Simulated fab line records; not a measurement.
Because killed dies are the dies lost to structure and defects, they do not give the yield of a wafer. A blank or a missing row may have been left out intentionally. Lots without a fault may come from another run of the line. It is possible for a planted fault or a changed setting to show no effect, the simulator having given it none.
Which tool was responsible?    flow gf180mcu    24 lots, 72 wafers sampled, at 6 steps of a route of 602

WHAT THE GAUGES SHOWED, per wafer
GF_M2_CD_MEAS_14: the cd target is 280 nm.
lot   measured      on        cdNm (nm)
L074  day 18 20:58  cdSem-02  280.0 279.6 278.9
L075  day 19 19:31  cdSem-02  281.0 281.3 281.8
L076  day 19 21:16  cdSem-02  279.3 279.0 278.5
L077  day 20 18:06  cdSem-01  279.1 279.0 278.5
L078  day 20 23:26  cdSem-02  279.6 280.9 279.8
L079  day 21 21:55  cdSem-02  280.3 282.2 281.5
L080  day 21 22:52  cdSem-01  279.2 279.7 280.7
L081  day 22 02:05  cdSem-01  279.4 281.0 280.2
L082  day 22 07:07  cdSem-02  280.7 280.8 279.9
L083  day 22 12:41  cdSem-01  279.2 279.8 279.5
L084  day 22 16:53  cdSem-02  278.9 278.8 279.6
L085  day 23 06:52  cdSem-02  279.9 280.7 279.4
L086  day 23 16:03  cdSem-01  279.2 278.2 279.1
L087  day 23 22:46  cdSem-02  278.2 278.9 279.9
L088  day 24 05:19  cdSem-02  280.6 280.4 280.0
L089  day 24 14:22  cdSem-02  280.6 279.4 280.6
L090  day 24 22:57  cdSem-01  279.8 278.5 280.0
L091  day 25 04:12  cdSem-01  277.0 277.4 277.5
L092  day 25 10:11  cdSem-02  279.1 279.9 281.3
L093  day 25 19:31  cdSem-01  280.0 279.5 279.1
L094  day 26 05:19  cdSem-02  279.7 278.3 278.9
L095  day 26 10:55  cdSem-01  278.4 279.5 278.5
L096  day 26 16:24  cdSem-01  280.4 280.7 279.9
L097  day 27 04:38  cdSem-01  280.0 281.3 279.6

GF_V2_RS_MEAS_24: measures by four-point-probe.
lot   measured      on            V2_W_RS (ohm/sq)
L074  day 20 00:40  filmMetro-02  0.328 0.330 0.328
L075  day 20 22:29  filmMetro-04  0.319 0.323 0.324
L076  day 21 00:24  filmMetro-02  0.323 0.332 0.328
L077  day 21 20:40  filmMetro-03  0.328 0.323 0.326
L078  day 22 01:39  filmMetro-04  0.331 0.325 0.322
L079  day 23 00:22  filmMetro-03  0.330 0.330 0.327
L080  day 23 00:33  filmMetro-04  0.330 0.335 0.331
L081  day 23 03:52  filmMetro-02  0.325 0.323 0.326
L082  day 23 09:07  filmMetro-03  0.331 0.335 0.333
L083  day 23 14:46  filmMetro-03  0.325 0.334 0.332
L084  day 23 18:03  filmMetro-02  0.331 0.323 0.328
L085  day 24 08:03  filmMetro-02  0.329 0.326 0.327
L086  day 24 16:41  filmMetro-02  0.333 0.328 0.334
L087  day 24 23:49  filmMetro-04  0.332 0.326 0.335
L088  day 25 06:06  filmMetro-03  0.334 0.328 0.327
L089  day 25 14:47  filmMetro-03  0.324 0.323 0.321
L090  day 25 23:27  filmMetro-04  0.323 0.321 0.326
L091  day 26 03:46  filmMetro-04  0.333 0.320 0.326
L092  day 26 10:17  filmMetro-03  0.333 0.329 0.331
L093  day 26 19:28  filmMetro-04  0.333 0.326 0.332
L094  day 27 04:38  filmMetro-04  0.327 0.330 0.322
L095  day 27 10:35  filmMetro-03  0.328 0.335 0.333
L096  day 27 15:11  filmMetro-04  0.325 0.333 0.333
L097  day 28 02:39  filmMetro-03  0.328 0.330 0.331

TOOL THAT RAN EACH LOT (tool first, then ch and the chambers of the sampled wafers, then the start)
lot   GF_M1_SPUTTER_01             GF_M1_SPUTTER_04             GF_M2_SPUTTER_01             GF_M2_SPUTTER_04
L074  pvdSputter-01, day 15 22:26  pvdSputter-01, day 15 22:31  pvdSputter-01, day 17 21:39  pvdSputter-01, day 17 21:44
L075  pvdSputter-04, day 16 14:12  pvdSputter-04, day 16 14:17  pvdSputter-03, day 18 19:29  pvdSputter-03, day 18 19:34
L076  pvdSputter-01, day 16 19:26  pvdSputter-01, day 16 19:31  pvdSputter-01, day 18 20:54  pvdSputter-01, day 18 20:59
L077  pvdSputter-02, day 17 16:22  pvdSputter-02, day 17 16:27  pvdSputter-03, day 19 18:20  pvdSputter-03, day 19 18:25
L078  pvdSputter-01, day 17 19:40  pvdSputter-01, day 17 19:45  pvdSputter-01, day 19 22:38  pvdSputter-01, day 19 22:43
L079  pvdSputter-02, day 18 18:42  pvdSputter-02, day 18 18:47  pvdSputter-01, day 20 21:47  pvdSputter-01, day 20 21:52
L080  pvdSputter-01, day 18 19:16  pvdSputter-01, day 18 19:20  pvdSputter-03, day 20 22:46  pvdSputter-03, day 20 22:52
L081  pvdSputter-02, day 18 22:07  pvdSputter-02, day 18 22:11  pvdSputter-01, day 21 02:40  pvdSputter-01, day 21 02:46
L082  pvdSputter-02, day 19 04:31  pvdSputter-02, day 19 04:36  pvdSputter-04, day 21 07:12  pvdSputter-04, day 21 07:17
L083  pvdSputter-02, day 19 10:14  pvdSputter-02, day 19 10:19  pvdSputter-04, day 21 13:10  pvdSputter-04, day 21 13:14
L084  pvdSputter-02, day 19 14:58  pvdSputter-02, day 19 15:03  pvdSputter-04, day 21 16:58  pvdSputter-04, day 21 17:02
L085  pvdSputter-01, day 20 03:49  pvdSputter-01, day 20 03:53  pvdSputter-01, day 22 07:10  pvdSputter-01, day 22 07:14
L086  pvdSputter-04, day 20 14:52  pvdSputter-04, day 20 14:56  pvdSputter-03, day 22 17:16  pvdSputter-03, day 22 17:20
L087  pvdSputter-04, day 20 21:29  pvdSputter-04, day 20 21:34  pvdSputter-03, day 22 23:59  pvdSputter-03, day 23 00:04
L088  pvdSputter-04, day 21 04:58  pvdSputter-04, day 21 05:03  pvdSputter-03, day 23 07:20  pvdSputter-03, day 23 07:25
L089  pvdSputter-01, day 21 15:04  pvdSputter-01, day 21 15:08  pvdSputter-03, day 23 15:59  pvdSputter-03, day 23 16:04
L090  pvdSputter-01, day 22 00:11  pvdSputter-01, day 22 00:16  pvdSputter-04, day 24 00:45  pvdSputter-04, day 24 00:50
L091  pvdSputter-02, day 22 05:28  pvdSputter-02, day 22 05:32  pvdSputter-01, day 24 06:10  pvdSputter-01, day 24 06:14
L092  pvdSputter-01, day 22 12:08  pvdSputter-01, day 22 12:13  pvdSputter-01, day 24 12:24  pvdSputter-01, day 24 12:29
L093  pvdSputter-01, day 22 22:56  pvdSputter-01, day 22 23:01  pvdSputter-01, day 24 22:30  pvdSputter-01, day 24 22:35
L094  pvdSputter-04, day 23 09:20  pvdSputter-04, day 23 09:25  pvdSputter-04, day 25 08:16  pvdSputter-04, day 25 08:21
L095  pvdSputter-02, day 23 15:26  pvdSputter-02, day 23 15:31  pvdSputter-03, day 25 14:04  pvdSputter-03, day 25 14:08
L096  pvdSputter-01, day 23 21:36  pvdSputter-01, day 23 21:41  pvdSputter-03, day 25 19:50  pvdSputter-03, day 25 19:55
L097  pvdSputter-02, day 24 08:55  pvdSputter-02, day 24 08:59  pvdSputter-03, day 26 06:58  pvdSputter-03, day 26 07:02
- GF_M1_SPUTTER_01: material TiN, target thk 30 nm, time 25 s.
- GF_M1_SPUTTER_04: material TiN, target thk 50 nm, time 41.7 s.
- GF_M2_SPUTTER_01: material TiN, target thk 30 nm, time 25 s.
- GF_M2_SPUTTER_04: material TiN, target thk 50 nm, time 41.7 s.

AS READ BY THE TOOLS THEMSELVES (means over the sampled wafers that have a number; for cases with no such wafer, the mark the record gives instead)
GF_M1_SPUTTER_01.
lot   tool           throttleValvePct (%)
L074  pvdSputter-01  30.2
L075  pvdSputter-04  30.3
L076  pvdSputter-01  30.1
L077  pvdSputter-02  29.9
L078  pvdSputter-01  29.9
L079  pvdSputter-02  29.5
L080  pvdSputter-01  29.3
L081  pvdSputter-02  29.5
L082  pvdSputter-02  30.4
L083  pvdSputter-02  29.7
L084  pvdSputter-02  29.4
L085  pvdSputter-01  29.3
L086  pvdSputter-04  31.0
L087  pvdSputter-04  30.0
L088  pvdSputter-04  30.4
L089  pvdSputter-01  29.9
L090  pvdSputter-01  29.4
L091  pvdSputter-02  29.7
L092  pvdSputter-01  30.3
L093  pvdSputter-01  29.6
L094  pvdSputter-04  30.4
L095  pvdSputter-02  29.1
L096  pvdSputter-01  29.6
L097  pvdSputter-02  30.1

GF_M1_SPUTTER_04.
lot   tool           throttleValvePct (%)
L074  pvdSputter-01  30.1
L075  pvdSputter-04  30.1
L076  pvdSputter-01  30.2
L077  pvdSputter-02  29.9
L078  pvdSputter-01  29.9
L079  pvdSputter-02  29.3
L080  pvdSputter-01  29.4
L081  pvdSputter-02  29.4
L082  pvdSputter-02  30.4
L083  pvdSputter-02  29.6
L084  pvdSputter-02  29.7
L085  pvdSputter-01  29.4
L086  pvdSputter-04  30.9
L087  pvdSputter-04  30.1
L088  pvdSputter-04  30.5
L089  pvdSputter-01  29.8
L090  pvdSputter-01  29.4
L091  pvdSputter-02  29.8
L092  pvdSputter-01  30.3
L093  pvdSputter-01  29.6
L094  pvdSputter-04  30.6
L095  pvdSputter-02  29.1
L096  pvdSputter-01  29.3
L097  pvdSputter-02  30.1

GF_M2_SPUTTER_01.
lot   tool           throttleValvePct (%)
L074  pvdSputter-01  29.5
L075  pvdSputter-03  29.2
L076  pvdSputter-01  29.8
L077  pvdSputter-03  29.5
L078  pvdSputter-01  29.8
L079  pvdSputter-01  29.7
L080  pvdSputter-03  29.1
L081  pvdSputter-01  29.7
L082  pvdSputter-04  29.7
L083  pvdSputter-04  30.0
L084  pvdSputter-04  30.8
L085  pvdSputter-01  29.7
L086  pvdSputter-03  29.5
L087  pvdSputter-03  29.3
L088  pvdSputter-03  29.3
L089  pvdSputter-03  29.1
L090  pvdSputter-04  31.1
L091  pvdSputter-01  29.1
L092  pvdSputter-01  29.7
L093  pvdSputter-01  30.0
L094  pvdSputter-04  30.6
L095  pvdSputter-03  29.4
L096  pvdSputter-03  29.4
L097  pvdSputter-03  29.3

GF_M2_SPUTTER_04.
lot   tool           throttleValvePct (%)
L074  pvdSputter-01  29.6
L075  pvdSputter-03  29.1
L076  pvdSputter-01  30.0
L077  pvdSputter-03  29.5
L078  pvdSputter-01  29.8
L079  pvdSputter-01  29.7
L080  pvdSputter-03  29.1
L081  pvdSputter-01  29.8
L082  pvdSputter-04  29.7
L083  pvdSputter-04  30.0
L084  pvdSputter-04  30.7
L085  pvdSputter-01  29.9
L086  pvdSputter-03  29.8
L087  pvdSputter-03  29.3
L088  pvdSputter-03  29.3
L089  pvdSputter-03  29.0
L090  pvdSputter-04  31.0
L091  pvdSputter-01  29.4
L092  pvdSputter-01  29.8
L093  pvdSputter-01  30.2
L094  pvdSputter-04  30.7
L095  pvdSputter-03  29.2
L096  pvdSputter-03  29.4
L097  pvdSputter-03  29.4

THE ANSWER, worked out from the rows above alone
Rule: the lots themselves supply what counts as usual. The widest of any qualifying gaps counts: lots, ordered by their means at a reading, are off when they make up no more than a third of the lots, leave a main group of 4 or more, and stand apart from it by 3 or more times the standard deviation of that group's means. A main group is skipped when, at the precision printed for the reading in the tables above, its means are all equal. Also off: a lot with no number at a reading for which 4 or more lots have one. The other lots that the step has rows for count as sound. After the gauges, taken in route order, come the tools' own readings; for these a lot's mean is taken, as printed above. At the first step where some lot is off, the reading lying furthest off is the one used; lots without a number count as furthest.
Across all readings shown, no lot is off: no conclusion can be drawn from this.

WHAT THE SIMULATOR HAD INSERTED
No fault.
